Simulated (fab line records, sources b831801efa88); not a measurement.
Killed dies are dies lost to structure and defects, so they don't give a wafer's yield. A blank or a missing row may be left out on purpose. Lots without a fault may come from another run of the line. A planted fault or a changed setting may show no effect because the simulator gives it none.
Chamber matching | flow gf180mcu | GF_V4_CMP_26 on cmp-01: 4 sister chambers
The step polishes, stops on SiO2, t overpolish 15 s, target thk 0 nm. 8 wafers are shown with their chamber, then 7 later ones without.

WAFERS WITH THEIR CHAMBER
wafer  | chamber | motor_current_A (A) | time_to_endpoint_s (s)
L462.3 | 2       | 10.5                | 83
L463.4 | 0       | 10.2                | 88
L463.5 | 2       | 9.5                 | 85
L464.1 | 3       | 12.3                | 92
L464.2 | 1       | 10.3                | 88
L464.6 | 1       | 10.3                | 89
L467.4 | 0       | 10.4                | 93
L467.5 | 3       | 11.9                | 89

WAFERS WITHOUT THEIR CHAMBER
wafer  | motor_current_A (A) | time_to_endpoint_s (s)
L467.6 | 10.1                | 88
L468.1 | 11.6                | 92
L468.2 | 10.1                | 89
L468.6 | 9.9                 | 92
L470.2 | 10.3                | 93
L470.4 | 11.7                | 93
L470.6 | 9.9                 | 91

WHICH CHAMBER EACH WENT THROUGH
wafer  | from the rows above          | in truth
L467.6 | can't be placed: 1 or 0 or 2 | 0
L468.1 | can't be placed: 3 or 0      | 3
L468.2 | can't be placed: 1 or 0 or 2 | 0
L468.6 | can't be placed: 0 or 1      | 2
L470.2 | can't be placed: 0 or 1      | 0
L470.4 | 3                            | 3
L470.6 | can't be placed: 0 or 1      | 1
Placed correctly: 1 of 7. Can't be placed from these rows: 6 (the true chamber is among the candidates in 5). Placed wrongly: 0.
How it was worked out, from the rows above alone: a wafer's distance from a chamber is the root of the sum, over the readings, of the square of ((its reading less the chamber's mean) divided by the reading's scatter). The wafer belongs to the nearest chamber; if the next one is less than 2 further off, it can't be placed. A chamber's mean is the mean of its shown wafers. The scatter: the root of (the sum of the squares of (reading less its chamber's mean) over the shown wafers, divided by (wafers less chambers)).
